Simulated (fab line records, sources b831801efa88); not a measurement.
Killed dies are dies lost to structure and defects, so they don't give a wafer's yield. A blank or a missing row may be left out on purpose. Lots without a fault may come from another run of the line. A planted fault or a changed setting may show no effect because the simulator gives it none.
Split-lot experiment | flow sky130 | 5 lots, 23 wafers read, on a route of 708 steps

THE SPLIT
At SKY_LDD_P_DEVELOP_06 (develop time 60 s), the setting dev_temp_c was moved away from the recipe's 23 C on 10 of the 23 wafers read, by -15.5% to +4.4%. The other wafers ran this setting at the recipe's value.

The file shows no step between the split and the reading.

THE READING
cd_nm, in nm, at SKY_LDD_P_CD_MEAS_07 (target cd 380 nm). Fault-free wafers of this fab line usually give 380 nm, standard deviation 3.3 nm.

wafer  | tool, chamber at the split | dev_temp_c as run, C | against the recipe | cd_nm, nm | against lot-mates on the recipe
L074.1 | litho_track-03, 0          | 19.43                | -15.5%             | 390       | +12
L074.2 | litho_track-03, 0          | 19.43                | -15.5%             | 386       | +8
L074.3 | litho_track-03, 0          | 23                   | recipe             | 377       | -
L074.4 | litho_track-03, 0          | 23                   | recipe             | 381       | -
L074.6 | litho_track-03, 0          | 23                   | recipe             | 377       | -
L077.1 | litho_track-02, 0          | 23                   | recipe             | 382       | -
L077.2 | litho_track-02, 0          | 24.01                | +4.4%              | 378       | -2
L077.4 | litho_track-02, 0          | 23                   | recipe             | 378       | -
L077.5 | litho_track-02, 0          | 24.01                | +4.4%              | 377       | -3
L077.6 | litho_track-02, 0          | 24.01                | +4.4%              | 376       | -4
L081.1 | litho_track-03, 0          | 21.33                | -7.3%              | 386       | +8
L081.2 | litho_track-03, 0          | 21.33                | -7.3%              | 383       | +5
L081.3 | litho_track-03, 0          | 21.33                | -7.3%              | 386       | +8
L081.4 | litho_track-03, 0          | 23                   | recipe             | 378       | -
L081.5 | litho_track-03, 0          | 23                   | recipe             | 378       | -
L084.2 | litho_track-02, 0          | 23                   | recipe             | 376       | -
L084.3 | litho_track-02, 0          | 23                   | recipe             | 374       | -
L084.4 | litho_track-02, 0          | 21.74                | -5.5%              | 380       | +4
L084.5 | litho_track-02, 0          | 21.74                | -5.5%              | 379       | +3
L084.6 | litho_track-02, 0          | 23                   | recipe             | 377       | -
L085.1 | litho_track-04, 0          | 23                   | recipe             | 381       | -
L085.3 | litho_track-04, 0          | 23                   | recipe             | 381       | -
L085.6 | litho_track-04, 0          | 23                   | recipe             | 383       | -

THE FIT
A straight line over all 23 wafers: cd_nm changes by -0.592 nm for each +1% of dev_temp_c; r = -0.80; the points scatter about the line by 2.5 nm.
The same after taking each lot's own level away (the mean of its wafers on the recipe; 23 wafers): -0.693 nm for each +1%; r = -0.92; scatter 1.6 nm.
On that fit, the largest move of dev_temp_c shifts the reading by 11 nm.
The lots' own levels span 375.7 to 381.7 nm, that is 1.8 times the standard deviation above.
So the lot-to-lot level changes the slope: the two fits differ.
Check: with one of the wafers moved furthest among these (-15.5%) left out of the fit, the line predicts +10.6 nm for it against its lot-mates. It came out at +11.7 nm against them.

OTHER SPLITS ON THESE WAFERS
These wafers also went through other splits before the reading. Each is held against what the fit with the lots' levels taken away leaves over:
other split on the same wafers       | wafers away from the commonest value | r with cd_nm (lot level and that fit taken away)
SKY_SONOS_ONO_OXIDATION_00 ox_time_s | 15                                   | -0.28
SKY_SONOS_ONO_COAT_08 resist_thk_nm  | 4                                    | -0.26
SKY_SONOS_ONO_ETCH_15 source_w       | 4                                    | -0.06
SKY_POLY_GATE_IMPLANT_02 energy_kev  | 7                                    | -0.13
SKY_LDD_N_COAT_02 resist_thk_nm      | 4                                    | +0.17

THE FILE'S OWN FIT
cd_nm changes by -0.695 nm for each +1% of dev_temp_c, r = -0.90.
